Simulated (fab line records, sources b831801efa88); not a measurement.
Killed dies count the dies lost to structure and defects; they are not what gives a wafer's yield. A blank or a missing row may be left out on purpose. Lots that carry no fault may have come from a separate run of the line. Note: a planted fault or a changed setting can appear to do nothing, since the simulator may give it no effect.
fab line records ; flow sky130
record: lots: 7; wafers: 21; last_day: 49
route steps=708 shown FIELD_ISO@3 PAD_OPEN@708
lots that met no fault: from a run of the same line without faults
start_h: start of the lot's first displayed wafer, in hours after the record's first day ; wait_h: time in hours since the lot's previous step ; " same as the row above ; L1.1+2: one row covering several wafers at once ; - no value, or no start given ; * or withheld: withheld ; < > ~ a bound
route shown NAME@n: a module of which the file shows steps, and the number in the route of the first ; usual: average and standard deviation across the fault-free wafers ; same: alike in all rows ; chamber/n: place in a boat ; sites: per-site readings ; _std_site: standard deviation of those values ; _edge_site: outer sites' mean less inner sites' ; radius_mm: for every site, how far away it sits from the centre of the wafer ; mask NAME#n: copy n ; behind: the last tool/chamber to shape the wafer ; hold: reason for holding the lot/hours on hold/outcome of the hold ; device: transistor that didn't switch, given as n, p or np ; end of line: the tests these same wafers got at the end of their route ; for a step that has no rows: nothing shown but its recipe ; killed: dies that structure and defects cost at the first sort, which is not the same as the wafer's yield ; map: shows each die of a wafer: x if killed, . if not, _ if none is there
set.NAME: setting as actually run; set.NAME@STEP: the setting as run at that earlier step ; model.NAME: the simulator's own value behind a step, which no gauge read
certain route steps with their lots: each step a table, each wafer a row
services: when a tool's chamber went out of use (start_h, in hours from the record's first day, below 0 if earlier), for how many hours, and the reason
== steps ==
step: SKY_FIELD_ISO_THK_MEAS_02
recipe: reads: SiO2_of_FIELD_ISO_OXIDATION_01
usual: FIELD_ISO_OXIDATION_00_THK: 12.06/0.18
lot.wafer;tool;chamber;start_h;wait_h;FIELD_ISO_OXIDATION_00_THK[nm]
L387.1;film_metro-02;-;18.87;0.0;12.19
L387.5;film_metro-02;-;18.87;0.0;11.98
L387.6;film_metro-02;-;18.87;0.0;12.15
L391.3;film_metro-04;-;43.22;0.0;11.78
L391.4;film_metro-04;-;43.22;0.0;11.89
L391.5;film_metro-04;-;43.22;0.0;11.95
L397.1;film_metro-02;-;70.48;0.0;12.11
L397.2;film_metro-02;-;70.48;0.0;12.15
L397.6;film_metro-02;-;70.48;0.0;12.18
L398.1;film_metro-04;-;76.26;0.0;12.11
L398.2;film_metro-04;-;76.26;0.0;12.13
L398.6;film_metro-04;-;76.26;0.0;11.99
L399.1;film_metro-02;-;80.29;0.0;12.23
L399.2;film_metro-02;-;80.29;0.0;12.17
L399.3;film_metro-02;-;80.29;0.0;12.01
L403.2;film_metro-04;-;96.64;0.0;11.96
L403.4;film_metro-04;-;96.64;0.0;11.85
L403.6;film_metro-04;-;96.64;0.0;11.92
L404.3;film_metro-03;-;103.42;0.0;11.97
L404.5;film_metro-03;-;103.42;0.0;11.71
L404.6;film_metro-03;-;103.42;0.0;12.01
step: SKY_FIELD_ISO_CVD_03
recipe: material: Si3N4; precursor: DCS/NH3; target_thk_nm: 165; temp_c: 770; time_s: 2830; pressure_mtorr: 250
step: SKY_FIELD_ISO_THK_MEAS_04
recipe: reads: Si3N4_of_FIELD_ISO_CVD_03
usual: FIELD_ISO_CVD_03_THK: 165.6/1.4
lot.wafer;tool;chamber;start_h;wait_h;FIELD_ISO_CVD_03_THK[nm]
L387.1;film_metro-03;-;20.71;0.0;165.1
L387.5;film_metro-03;-;20.71;0.0;165.7
L387.6;film_metro-03;-;20.71;0.0;165.9
L391.3;film_metro-02;-;45.06;0.0;166.0
L391.4;film_metro-02;-;45.06;0.0;166.3
L391.5;film_metro-02;-;45.06;0.0;167.0
L397.1;film_metro-04;-;73.67;0.0;166.3
L397.2;film_metro-04;-;73.67;0.0;164.8
L397.6;film_metro-04;-;73.67;0.0;165.9
L398.1;film_metro-04;-;78.11;0.0;168.6
L398.2;film_metro-04;-;78.11;0.0;168.4
L398.6;film_metro-04;-;78.11;0.0;167.1
L399.1;film_metro-02;-;82.14;0.0;163.5
L399.2;film_metro-02;-;82.14;0.0;164.8
L399.3;film_metro-02;-;82.14;0.0;165.9
L403.2;film_metro-03;-;98.49;0.0;167.5
L403.4;film_metro-03;-;98.49;0.0;167.7
L403.6;film_metro-03;-;98.49;0.0;168.0
L404.3;film_metro-03;-;105.27;0.0;165.7
L404.5;film_metro-03;-;105.27;0.0;165.1
L404.6;film_metro-03;-;105.27;0.0;166.7
step: SKY_FIELD_ISO_DEHYDRATE_05
recipe: temp_c: 200; time_s: 60
step: SKY_FIELD_ISO_HMDS_06
recipe: prime_time_s: 60; prime_temp_c: 120
step: SKY_FIELD_ISO_COAT_07
recipe: resist: BARC; temp_c: withheld; time_s: withheld; spin_rpm: 3000; resist_thk_nm: 60
step: SKY_FIELD_ISO_COAT_08
recipe: resist: KrF-thick; spin_rpm: 3000; resist_thk_nm: 450
step: SKY_FIELD_ISO_SOFTBAKE_09
recipe: temp_c: 100; time_s: 90; resist: KrF-thick
step: SKY_FIELD_ISO_EXPOSE_10
recipe: mask_id: FOM; na: 0.68; source_shape: annular; sigma_inner: 0.4; sigma_outer: 0.8; target_cd_nm: 150; dose_mj: 28
step: SKY_FIELD_ISO_PEB_11
recipe: peb_temp_c: withheld; peb_time_s: withheld; resist: KrF-thick
step: SKY_FIELD_ISO_DEVELOP_12
recipe: develop_time_s: 60; resist: KrF-thick; dev_temp_c: 21
step: SKY_FIELD_ISO_CD_MEAS_13
recipe: target_cd_nm: 150
usual: cd_nm: 149.9/1.7
lot.wafer;tool;chamber;start_h;wait_h;cd_nm
L387.1;cd_sem-01;-;35.01;-;149.4
L387.5;cd_sem-01;-;35.01;-;148.9
L387.6;cd_sem-01;-;35.01;-;148.1
L391.3;cd_sem-01;-;59.75;-;149.7
L391.4;cd_sem-01;-;59.75;-;151.3
L391.5;cd_sem-01;-;59.75;-;150.3
L397.1;cd_sem-01;-;90.81;-;151.4
L397.2;cd_sem-01;-;90.81;-;150.2
L397.6;cd_sem-01;-;90.81;-;149.6
L398.1;cd_sem-01;-;94.27;-;147.4
L398.2;cd_sem-01;-;94.27;-;146.7
L398.6;cd_sem-01;-;94.27;-;146.9
L399.1;cd_sem-01;-;100.19;-;147.2
L399.2;cd_sem-01;-;100.19;-;147.4
L399.3;cd_sem-01;-;100.19;-;148.1
L403.2;cd_sem-01;-;116.58;-;147.5
L403.4;cd_sem-01;-;116.58;-;146.6
L403.6;cd_sem-01;-;116.58;-;147.0
L404.3;cd_sem-01;-;122.26;-;149.8
L404.5;cd_sem-01;-;122.26;-;150.0
L404.6;cd_sem-01;-;122.26;-;150.4
step: SKY_FIELD_ISO_ETCH_14
recipe: chemistry: N2/H2; target: BARC; ion_energy_ev: 200; source_w: 500; bias_w: 100; pressure_mtorr: 30; n2_flow_sccm: 100; h2_flow_sccm: 200; stop_on: SiO2; time_s: 45.9; target_depth_a: 600
usual: chamber_pressure_mTorr: 30.001/0.026; drypump_motor_current_A: 5.7/0.34; h2_flow_sccm: 200.1/0.62; oes_product_au: 0.854/0.0046; throttle_valve_pct: 13.225/0.0094
lot.wafer;tool;chamber;start_h;wait_h;chamber_pressure_mTorr;drypump_motor_current_A;h2_flow_sccm;oes_product_au;rf_hours_counter_h;throttle_valve_pct;model.KrF-thick_of_FIELD_ISO_COAT_08.thk_nm;model.etch.depth_nm;model.FIELD_ISO.cd_nm
L387.1;rie_diel-04;3;35.13;0.1;30.017;5.5;200.2;0.859;44;13.223;392.4;59.99;149.3
L387.5;rie_diel-04;2;35.13;0.1;29.978;5.6;200.1;0.850;-;13.223;392.3;59.92;148.9
L387.6;rie_diel-04;3;35.13;0.1;29.950;5.5;200.2;0.856;-;13.228;392.1;60;148.1
L391.3;rie_diel-04;2;59.83;0.1;30.035;5.6;199.5;0.856;173;13.219;394.3;60.08;150.6
L391.4;rie_diel-04;0;59.83;0.1;30.002;5.8;200.8;0.846;-;13.220;393.8;59.96;152.5
L391.5;rie_diel-04;2;59.83;0.1;29.948;5.7;200.6;0.846;-;13.216;394.7;60.11;151.2
L397.1;rie_diel-02;0;90.93;0.1;30.026;5.4;199.6;0.858;43;13.223;392.1;60.09;150.7
L397.2;rie_diel-02;3;90.93;0.1;29.983;5.2;199.7;0.852;93;13.223;392.9;59.99;150.8
L397.6;rie_diel-02;1;90.93;0.1;30.044;6.5;200.0;0.851;-;13.245;390.5;60.1;150
L398.1;rie_diel-04;2;94.39;0.1;30.007;5.6;200.1;0.782;0;13.209;408.6;50.02;149.9
L398.2;rie_diel-04;0;94.39;0.1;30.035;5.8;200.4;0.854;6;13.235;393.5;60.32;147.7
L398.6;rie_diel-04;3;94.39;0.1;29.981;5.6;199.5;0.856;-;13.230;391.7;60.17;146.4
L399.1;rie_diel-04;1;100.31;0.1;29.979;6.1;200.3;0.787;135;13.229;406.4;51.05;150.1
L399.2;rie_diel-04;3;100.31;0.1;29.979;5.5;200.2;0.850;45;13.217;391.4;60.09;147
L399.3;rie_diel-04;0;100.31;0.1;30.007;5.8;200.7;0.782;7;13.216;406.1;50.97;151.6
L403.2;rie_diel-04;0;116.68;0.1;29.974;5.8;200.4;0.860;7;13.222;394.1;60.05;148.4
L403.4;rie_diel-04;1;116.68;0.1;29.965;6.0;200.0;0.768;135;13.206;407.5;49.87;149.8
L403.6;rie_diel-04;1;116.68;0.1;29.970;6.0;199.8;0.850;-;13.230;393;60.23;146.8
L404.3;rie_diel-03;1;122.34;0.1;30.062;5.5;200.4;0.857;111;13.228;392.8;60.09;150.1
L404.5;rie_diel-03;2;122.34;0.1;30.014;5.7;200.2;0.855;-;13.231;393.9;59.9;150
L404.6;rie_diel-03;3;122.34;0.1;29.992;5.8;200.9;0.853;-;13.225;391.4;59.8;150.6
step: SKY_FIELD_ISO_ETCH_15
recipe: chemistry: CHF3/O2; target_depth_nm: 180; stop_on: Si; source_w: 600; bias_w: 200; pressure_mtorr: 40; chf3_flow_sccm: 50; O2_flow_sccm: 5; time_s: 72
usual: O2_flow_sccm: 4.998/0.016; chamber_pressure_mTorr: 40.00/0.051; drypump_motor_current_A: 5.7/0.34; oes_product_au: 0.949/0.0068; throttle_valve_pct: 8.844/0.0094
lot.wafer;tool;chamber;start_h;wait_h;O2_flow_sccm;chamber_pressure_mTorr;drypump_motor_current_A;oes_product_au;rf_hours_counter_h;throttle_valve_pct;model.KrF-thick_of_FIELD_ISO_COAT_08.thk_nm
L387.1;rie_diel-04;3;35.18;0.0;4.990;39.99;5.6;0.946;44;8.852;233.5
L387.5;rie_diel-04;2;35.18;0.0;4.981;40.02;5.6;0.948;-;8.841;239.4
L387.6;rie_diel-04;3;35.18;0.0;4.997;40.05;5.6;0.950;-;8.855;234.4
L391.3;rie_diel-04;2;59.88;0.0;4.993;39.92;5.6;0.959;173;8.844;241.9
L391.4;rie_diel-04;0;59.88;0.0;4.985;39.96;5.8;0.948;-;8.849;240.2
L391.5;rie_diel-04;2;59.88;0.0;5.003;40.04;5.6;0.952;-;8.852;242.2
L397.1;rie_diel-02;0;90.98;0.0;5.003;40.02;5.4;0.943;43;8.852;235.7
L397.2;rie_diel-02;3;90.98;0.0;5.007;40.02;5.2;0.943;93;8.824;238.5
L397.6;rie_diel-02;1;90.98;0.0;4.997;40.05;6.5;0.949;-;8.831;233
L398.1;rie_diel-04;2;94.43;0.0;5.027;40.08;5.6;0.500;0;8.707;255.1
L398.2;rie_diel-04;0;94.43;0.0;5.007;40.04;5.8;0.960;6;8.844;236.9
L398.6;rie_diel-04;3;94.43;0.0;4.975;39.96;5.5;0.965;-;8.850;233.8
L399.1;rie_diel-04;1;100.36;0.0;4.981;39.94;6.1;0.577;135;8.735;251.5
L399.2;rie_diel-04;3;100.36;0.0;5.010;39.94;5.5;0.942;45;8.807;235.4
L399.3;rie_diel-04;0;100.36;0.0;4.986;40.01;5.8;0.566;7;8.715;250.3
L403.2;rie_diel-04;0;116.73;0.0;5.036;39.97;5.8;0.951;7;8.849;239.7
L403.4;rie_diel-04;1;116.73;0.0;5.007;39.98;6.0;0.505;135;8.720;253.6
L403.6;rie_diel-04;1;116.73;0.0;5.019;40.01;6.1;0.952;-;8.832;239.9
L404.3;rie_diel-03;1;122.38;0.0;5.006;40.01;5.5;0.952;111;8.840;238.7
L404.5;rie_diel-03;2;122.38;0.0;4.990;40.00;5.6;0.947;-;8.841;239.5
L404.6;rie_diel-03;3;122.38;0.0;4.994;40.01;5.8;0.957;-;8.839;235.3
step: SKY_FIELD_ISO_STRIP_16
recipe: chemistry: O2/N2; power_w: 1400; pressure_mtorr: 1500; platen_temp_c: withheld; o2_flow_sccm: 3000; n2_flow_sccm: 300; overash_fraction: 0.5
usual: chamber_pressure_mTorr: 1500.0/1.3; drypump_motor_current_A: 5.6/0.57; oes_product_au: 0.378/0.0051; strip_time_to_endpoint_s: 3.56/0.031
lot.wafer;tool;chamber;start_h;wait_h;chamber_pressure_mTorr;drypump_motor_current_A;oes_product_au;rf_hours_counter_h;strip_time_to_endpoint_s
L387.1;plasma_asher-01;0;35.23;0.0;1500.9;5.8;0.369;40;3.51
L387.5;plasma_asher-01;0;35.23;0.0;1499.3;5.7;0.384;-;3.58
L387.6;plasma_asher-01;1;35.23;0.0;1500.7;4.9;0.378;-;3.51
L391.3;plasma_asher-01;0;59.97;0.1;1499.7;5.8;0.375;-;3.59
L391.4;plasma_asher-01;1;59.97;0.1;1499.8;4.9;0.378;-;3.58
L391.5;plasma_asher-01;0;59.97;0.1;1500.6;5.8;0.382;-;3.62
L397.1;plasma_asher-01;0;91.03;0.0;1498.1;5.8;0.381;46;3.54
L397.2;plasma_asher-01;1;91.03;0.0;1501.3;4.9;0.381;46;3.56
L397.6;plasma_asher-01;1;91.03;0.0;1499.4;4.9;0.376;-;3.50
L398.1;plasma_asher-01;1;94.49;0.0;1499.7;4.9;0.387;46;3.74
L398.2;plasma_asher-01;0;94.49;0.0;1496.9;5.8;0.388;46;3.58
L398.6;plasma_asher-01;0;94.49;0.0;1501.3;5.8;0.375;-;3.52
L399.1;plasma_asher-02;1;100.41;0.0;1501.5;5.7;0.389;36;3.72
L399.2;plasma_asher-02;0;100.41;0.0;1500.8;6.6;0.377;36;3.53
L399.3;plasma_asher-02;0;100.41;0.0;1501.0;6.7;0.392;-;3.67
L403.2;plasma_asher-04;0;116.78;0.0;1498.3;5.0;0.382;29;3.59
L403.4;plasma_asher-04;0;116.78;0.0;1500.6;5.0;0.384;-;3.72
L403.6;plasma_asher-04;1;116.78;0.0;1500.8;5.9;0.381;-;3.60
L404.3;plasma_asher-04;1;122.47;0.1;1498.2;5.9;0.379;-;3.57
L404.5;plasma_asher-04;0;122.47;0.1;1501.6;5.0;0.377;-;3.59
L404.6;plasma_asher-04;1;122.47;0.1;1498.7;5.9;0.377;-;3.53
step: SKY_FIELD_ISO_ETCH_17
recipe: target_depth_a: 3420; mask_material: Si3N4; chemistry: HBr/Cl2/O2; target: Si; taper_deg: 5; icp_w: 600; bias_w: 150; pressure_mtorr: 15; HBr_flow_sccm: 150; Cl2_flow_sccm: 40; O2_flow_sccm: 6; time_s: 97.7
usual: O2_flow_sccm: 6.001/0.018; chamber_pressure_mTorr: 15.001/0.014; drypump_motor_current_A: 5.8/0.39; oes_product_au: 1.003/0.0091; throttle_valve_pct: 25.653/0.01
lot.wafer;tool;chamber;start_h;wait_h;O2_flow_sccm;chamber_pressure_mTorr;drypump_motor_current_A;oes_product_au;rf_hours_counter_h;throttle_valve_pct
L387.1;rie_si-01;3;35.33;0.1;5.988;14.982;5.6;1.008;8;25.657
L387.5;rie_si-01;2;35.33;0.1;5.997;15.014;5.6;1.010;-;25.655
L387.6;rie_si-01;3;35.33;0.1;6.010;15.022;5.6;0.998;-;25.648
L391.3;rie_si-02;3;60.03;0.0;6.003;15.007;5.4;0.988;121;25.668
L391.4;rie_si-02;2;60.03;0.0;6.001;14.985;6.2;1.008;52;25.652
L391.5;rie_si-02;2;60.03;0.0;5.999;15.003;6.2;0.995;-;25.653
L397.1;rie_si-02;1;91.13;0.1;5.986;15.022;5.3;1.012;91;25.652
L397.2;rie_si-02;0;91.13;0.1;5.987;14.982;5.6;0.983;45;25.670
L397.6;rie_si-02;1;91.13;0.1;5.980;15.009;5.3;1.004;-;25.649
L398.1;rie_si-01;0;94.59;0.1;6.021;15.008;6.5;1.000;3;25.643
L398.2;rie_si-01;1;94.59;0.1;5.990;14.995;6.0;1.012;134;25.639
L398.6;rie_si-01;1;94.59;0.1;6.024;15.006;6.0;1.001;-;25.645
L399.1;rie_si-02;0;100.51;0.1;6.010;15.007;5.6;0.999;45;25.661
L399.2;rie_si-02;3;100.51;0.1;6.025;15.015;5.4;0.994;121;25.676
L399.3;rie_si-02;1;100.51;0.1;6.025;15.024;5.3;1.006;92;25.659
L403.2;rie_si-01;2;116.88;0.1;6.016;14.982;5.7;1.004;21;25.655
L403.4;rie_si-01;1;116.88;0.1;6.042;14.996;6.0;1.012;134;25.640
L403.6;rie_si-01;0;116.88;0.1;5.996;15.000;6.5;0.998;-;25.646
L404.3;rie_si-02;3;122.54;0.0;5.993;14.992;5.4;1.003;121;25.651
L404.5;rie_si-02;1;122.54;0.0;5.972;15.005;5.2;0.996;-;25.638
L404.6;rie_si-02;2;122.54;0.0;5.993;14.966;6.1;0.991;-;25.654
step: SKY_PAD_OPEN_PROBE_99
usual: killed_at_M0_to_M3: 44/6.5; killed_at_M4_up: 3.3/1.9; killed_at_contacts: 24/5.3; killed_at_front_end: 15/4.5; killed_at_other: 0.3/0.58; killed_dies: 87/9.3; killed_on_rim: 17/4.2; killed_open: 48/6.6; killed_short: 39/6.1
same: gross_dies: 492; killed_at_back_side: 0
lot.wafer;tool;chamber;start_h;wait_h;hold;killed_at_M0_to_M3;killed_at_M4_up;killed_at_contacts;killed_at_front_end;killed_at_other;killed_dies;killed_on_rim;killed_open;killed_short
L387.1;prober-01;-;1104.73;0.1;-;37;4;30;17;0;88;21;56;32
L387.5;prober-01;-;1104.93;0.2;-;55;2;17;14;0;88;23;55;33
L387.6;prober-01;-;1104.98;0.2;-;43;3;23;16;0;85;23;44;41
L391.3;prober-02;-;1114.58;0.2;-;43;4;26;10;0;83;20;40;43
L391.4;prober-02;-;1114.63;0.2;-;49;0;17;16;2;84;15;41;43
L391.5;prober-02;-;1114.68;0.2;-;52;1;16;17;2;88;13;49;39
L397.1;prober-01;-;1143.99;0.1;-;37;2;21;15;0;75;14;42;33
L397.2;prober-01;-;1144.04;0.1;-;58;6;23;10;0;97;14;56;41
L397.6;prober-01;-;1144.24;0.2;-;39;4;31;18;0;92;16;51;41
L398.1;prober-02;-;1148.68;0.1;await_dispo/2.1h/release;44;2;25;364;0;435;81;49;48
L398.2;prober-02;-;1148.73;0.1;await_dispo/2.1h/release;43;5;21;24;1;94;13;53;41
L398.6;prober-02;-;1148.93;0.2;await_dispo/2.1h/release;39;2;27;13;1;82;21;43;39
L399.1;prober-01;-;1159.61;0.1;await_dispo/2.5h/release;47;4;16;286;0;353;83;52;32
L399.2;prober-01;-;1159.66;0.1;await_dispo/2.5h/release;58;1;21;10;0;90;20;51;39
L399.3;prober-01;-;1159.71;0.2;await_dispo/2.5h/release;45;5;23;286;0;359;95;55;37
L403.2;prober-01;-;1174.93;0.1;await_dispo/1.6h/release;54;4;18;8;0;84;21;38;46
L403.4;prober-01;-;1175.03;0.2;await_dispo/1.6h/release;47;3;18;321;0;389;84;45;41
L403.6;prober-01;-;1175.13;0.2;await_dispo/1.6h/release;33;4;25;19;0;81;10;41;40
L404.3;prober-02;-;1177.85;0.2;-;41;4;36;11;0;92;14;44;48
L404.5;prober-02;-;1177.95;0.2;-;36;3;24;21;3;87;18;49;38
L404.6;prober-02;-;1178.00;0.2;-;47;5;27;9;1;89;18;48;41
killed by level:class
L387.1 LI_CONTACT:geometric_particle:open=12 VIA1:geometric_particle:open=11 CONTACT:geometric_particle:short=9 FIELD_ISO:geometric_particle:short=7 CONTACT:geometric_particle:open=6 VIA2:geometric_particle:open=6 VIA3:geometric_particle:open=6 FIELD_ISO:geometric_particle:open=5
L387.5 VIA1:geometric_particle:open=11 CONTACT:geometric_particle:open=9 METAL1:geometric_particle:short=9 VIA2:geometric_particle:open=7 VIA3:geometric_particle:open=7 METAL2:geometric_particle:short=5 LI_CONTACT:geometric_particle:open=4 METAL1:geometric_particle:open=4
L387.6 VIA3:geometric_particle:open=9 CONTACT:geometric_particle:open=8 FIELD_ISO:geometric_particle:short=7 VIA1:geometric_particle:open=7 VIA2:geometric_particle:open=7 FIELD_ISO:geometric_particle:open=6 LOCAL_INTERCONNECT:geometric_particle:short=5 VIA1:geometric_particle:short=5
L391.3 CONTACT:geometric_particle:open=10 VIA1:geometric_particle:open=7 VIA2:geometric_particle:open=7 METAL1:geometric_particle:short=6 VIA1:geometric_particle:short=6 LI_CONTACT:geometric_particle:short=4 LI_CONTACT:geometric_particle:open=4 LOCAL_INTERCONNECT:geometric_particle:short=4
L391.4 VIA1:geometric_particle:open=11 VIA1:geometric_particle:short=10 METAL1:geometric_particle:short=7 VIA2:geometric_particle:open=7 FIELD_ISO:geometric_particle:short=6 LOCAL_INTERCONNECT:geometric_particle:short=6 CONTACT:geometric_particle:open=6 POLY_GATE:geometric_particle:open=4
L391.5 VIA1:geometric_particle:open=14 VIA2:geometric_particle:open=10 VIA1:geometric_particle:short=6 VIA3:geometric_particle:short=6 LI_CONTACT:geometric_particle:open=5 VIA3:geometric_particle:open=5 FIELD_ISO:geometric_particle:short=4 POLY_GATE:geometric_particle:short=3
L397.1 VIA2:geometric_particle:open=10 LI_CONTACT:geometric_particle:open=6 CONTACT:geometric_particle:open=6 CONTACT:geometric_particle:short=6 VIA3:geometric_particle:open=6 METAL2:geometric_particle:short=5 FIELD_ISO:geometric_particle:short=4 VIA1:geometric_particle:open=4
L397.2 VIA1:geometric_particle:open=15 VIA2:geometric_particle:open=10 VIA3:geometric_particle:open=9 CONTACT:geometric_particle:open=9 METAL2:geometric_particle:short=7 LI_CONTACT:geometric_particle:open=5 CONTACT:geometric_particle:short=5 METAL3:geometric_particle:short=5
L397.6 VIA1:geometric_particle:open=14 LI_CONTACT:geometric_particle:open=10 CONTACT:geometric_particle:open=8 METAL2:geometric_particle:short=6 FIELD_ISO:geometric_particle:short=5 LOCAL_INTERCONNECT:geometric_particle:short=5 SPACER:geometric_particle:short=4 VIA2:geometric_particle:open=4
L398.1 FIELD_ISO:area_etch=338 CONTACT:geometric_particle:open=10 LI_CONTACT:geometric_particle:open=9 METAL2:geometric_particle:short=9 VIA1:geometric_particle:open=8 VIA1:geometric_particle:short=8 FIELD_ISO:geometric_particle:short=7 POLY_GATE:geometric_particle:short=7
L398.2 VIA1:geometric_particle:open=12 VIA3:geometric_particle:open=9 METAL1:geometric_particle:short=8 CONTACT:geometric_particle:open=7 POLY_GATE:geometric_particle:short=7 LI_CONTACT:geometric_particle:open=7 CONTACT:geometric_particle:short=7 FIELD_ISO:geometric_particle:open=4
L398.6 VIA1:geometric_particle:open=14 CONTACT:geometric_particle:open=8 FIELD_ISO:geometric_particle:short=7 VIA2:geometric_particle:open=7 LI_CONTACT:geometric_particle:open=6 CONTACT:geometric_particle:short=6 VIA1:geometric_particle:short=4 POLY_GATE:geometric_particle:short=3
L399.1 FIELD_ISO:area_etch=269 VIA1:geometric_particle:open=13 POLY_GATE:geometric_particle:open=7 LI_CONTACT:geometric_particle:open=7 METAL2:geometric_particle:short=7 CONTACT:geometric_particle:open=6 VIA3:geometric_particle:open=6 VIA1:geometric_particle:short=5
L399.2 VIA1:geometric_particle:open=14 CONTACT:geometric_particle:open=11 VIA2:geometric_particle:open=10 VIA3:geometric_particle:open=9 METAL2:geometric_particle:short=7 METAL1:geometric_particle:short=6 VIA2:geometric_particle:short=5 VIA3:geometric_particle:short=4
L399.3 FIELD_ISO:area_etch=267 CONTACT:geometric_particle:open=12 VIA1:geometric_particle:open=9 VIA2:geometric_particle:open=9 POLY_GATE:geometric_particle:open=7 VIA2:geometric_particle:short=7 LI_CONTACT:geometric_particle:open=6 FIELD_ISO:geometric_particle:open=5
L403.2 VIA1:geometric_particle:open=13 METAL2:geometric_particle:short=9 METAL1:geometric_particle:short=7 VIA2:geometric_particle:open=7 FIELD_ISO:geometric_particle:short=6 CONTACT:geometric_particle:short=6 VIA1:geometric_particle:short=6 CONTACT:geometric_particle:open=5
L403.4 FIELD_ISO:area_etch=303 VIA1:geometric_particle:open=12 VIA3:geometric_particle:open=9 VIA1:geometric_particle:short=6 POLY_GATE:geometric_particle:short=5 LI_CONTACT:geometric_particle:open=5 POLY_GATE:geometric_particle:open=4 CONTACT:geometric_particle:open=4
L403.6 FIELD_ISO:geometric_particle:short=7 LI_CONTACT:geometric_particle:open=7 CONTACT:geometric_particle:open=7 VIA1:geometric_particle:open=6 VIA3:geometric_particle:open=6 METAL2:geometric_particle:short=5 FIELD_ISO:geometric_particle:open=4 CONTACT:geometric_particle:short=4
L404.3 LOCAL_INTERCONNECT:geometric_particle:short=13 VIA3:geometric_particle:open=8 LI_CONTACT:geometric_particle:open=7 CONTACT:geometric_particle:open=7 CONTACT:geometric_particle:short=6 VIA2:geometric_particle:open=5 VIA1:geometric_particle:open=5 VIA1:geometric_particle:short=5
L404.5 POLY_GATE:geometric_particle:short=9 LI_CONTACT:geometric_particle:open=9 VIA1:geometric_particle:open=8 CONTACT:geometric_particle:open=8 VIA1:geometric_particle:short=6 VIA2:geometric_particle:open=6 FIELD_ISO:geometric_particle:open=5 METAL2:geometric_particle:short=5
L404.6 VIA1:geometric_particle:open=12 CONTACT:geometric_particle:open=11 VIA3:geometric_particle:open=7 METAL1:geometric_particle:short=6 VIA1:geometric_particle:short=6 METAL2:geometric_particle:short=5 METAL4:geometric_particle:short=5 LI_CONTACT:geometric_particle:short=4
map L398.1 (x killed, . not)
__________x..xxxxx.._________
________x.xxx.x.x.x..x_______
______xxxxxxxx.xx.x.xxxx_____
_____xxxxxxxxx.x..xxxx.x.____
____xxxxxxxxxxxxxxxxxxxxxx___
___xx.xxxxxxxxxx.xxxxxxxxxx__
__xxxxxxxxxxxxxxxxxxxxxxxxxx_
_xxxxxxx.xxxxxxxxxxxxxxxxxxxx
_xxxx..x.x.xxxxxxxxxxxxxxxxxx
_xxxxxxxxxxxxxxxxxxxxxxxxxxxx
_...xxxxxx.xxxxxxxxxxxxxxxxxx
_..x.xxxxx.xxxxxxxxxxxxxxxxxx
_x.xx.xxxx.xxxxxxxxxxxxxxxxxx
_xxxxxxxxxxx.xxxxxxxx.xxxxxxx
_x.xxxxxxxxxxxxxxxxxxx.x.xxxx
__xxxxxxxxxxxxxxxxx.xxxxx.xx_
___xx.xxxxxxxxxxxxxxxx.xxxx__
____xxxxxxxx.xxxxxxxxxx.xx___
_____xxxxxxxx.xxxxx...xx.____
______xxxxxxxxxxxxxx.xx._____
________xxxxxxx.xxxxxx_______
__________xx.xxxxxx._________
map L399.3 (x killed, . not)
__________xxxxxxx.xx_________
________xxxxxxx..xxxxx_______
______xxxxxxx.xx.xxxxxxx_____
_____xxxxxx.x.x..xxxxxxxx____
____xxxxx.xxx..x..x..xxxxx___
___xxxx..x..x.x........xxxx__
__xxxx.....x........x..xxxxx_
_xxxxx...xxxx.x..xxx.x.xxxxxx
_xxxxx....x.xx......xx.xxxxxx
_xxxxxx.x......x..xx.xxxxxxxx
_xxxxxx........x...x.xxxxxxxx
_xxxxx.......x..xxxx.xxxxxxxx
_xxxxxxxx......x......xxxxxxx
_xxxxxxx.x...xx.......xxxxxxx
_xxxx..x..xxxxx...x..xxxxxxxx
__xxxxx..xx.xxxxxxxxxxxxxxxx_
___xxxx..xxxxxxxxxxxxxxxxxx__
____xxxxxxxxxxxxxxxxxxxxxx___
_____xxxxxxxxxxxxxxxxxxxx____
______xxxxxxxxxxxxxxxxxx_____
________xxxxxxxxxxxxxx_______
__________xxxxxxxxxx_________
== services ==
tool;chamber;start_h;hours;kind
rie_diel-04;-;18.13;4.0;pm
rie_diel-04;0;22.42;2.7;repair
plasma_asher-04;-;32.29;0.6;repair
rie_diel-04;0;46.09;7.0;repair
rie_diel-04;3;46.35;16.3;repair
plasma_asher-01;-;56.42;0.6;repair
rie_diel-04;2;62.64;-;clean
rie_diel-04;2;62.64;14.4;scheduled_down
rie_diel-04;2;62.64;14.4;vent_cycle
plasma_asher-04;-;70.29;3.5;repair
plasma_asher-04;-;73.01;2.0;repair
plasma_asher-01;-;91.38;0.6;repair
plasma_asher-04;-;103.70;2.8;pm
plasma_asher-02;-;108.75;9.0;pm
plasma_asher-02;0;108.75;9.0;vent_cycle
plasma_asher-02;1;108.75;9.0;vent_cycle
rie_diel-02;1;117.41;6.2;repair
plasma_asher-02;0;117.75;-;clean
plasma_asher-02;1;117.75;-;clean
== key ==
first_sign: step: SKY_FIELD_ISO_ETCH_14; reading: oes_product_au; direction: down; sigmas: 16; usual: 0.854; struck: 0.780
effect: step: SKY_FIELD_ISO_ETCH_15; reading: oes_product_au; direction: down; sigmas: 61; usual: 0.949; struck: 0.537
effect: step: SKY_FIELD_ISO_STRIP_16; reading: strip_time_to_endpoint_s; direction: up; sigmas: 5.1; usual: *; struck: *
effect: step: SKY_PAD_OPEN_PROBE_99; reading: killed_at_front_end; direction: up; sigmas: 67; usual: 15; struck: 314
model_effect: step: SKY_FIELD_ISO_ETCH_14; value: KrF-thick_of_FIELD_ISO_COAT_08.thk_nm; without: 392.7; struck: 407.2
model_effect: step: SKY_FIELD_ISO_ETCH_15; value: KrF-thick_of_FIELD_ISO_COAT_08.thk_nm; without: 238.1; struck: 252.6
more_kills_born_at: SKY_FIELD_ISO_ETCH_14@rie_diel-04: 1177
met_at SKY_FIELD_ISO_ETCH_14
struck_wafers L398.1,L399.1,L399.3,L403.4
later_rows_left_out L398.1,L399.1,L399.3,L403.4
tester_left_out L398,L399,L403
onset_between 59.83 94.39
fault: kind: process_parameter_drift; tool: rie_diel-04; chamber: -; onset_h: 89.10; steps: SKY_FIELD_ISO_ETCH_14; channel: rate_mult; offset: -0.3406; shape: step; end_h: 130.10; scope: struck_wafers_only
tester_left_out: of these lots the tester's yield and bins aren't shown, on N5 and GAA mostly nor the transistor test; their killed dies are dies lost to structure and defects alone, not to doping, threshold or leakage, so they don't give the yield
later_rows_left_out: the simulator's readings of these wafers behind a module that went badly wrong aren't trusted and aren't shown, but for the sort
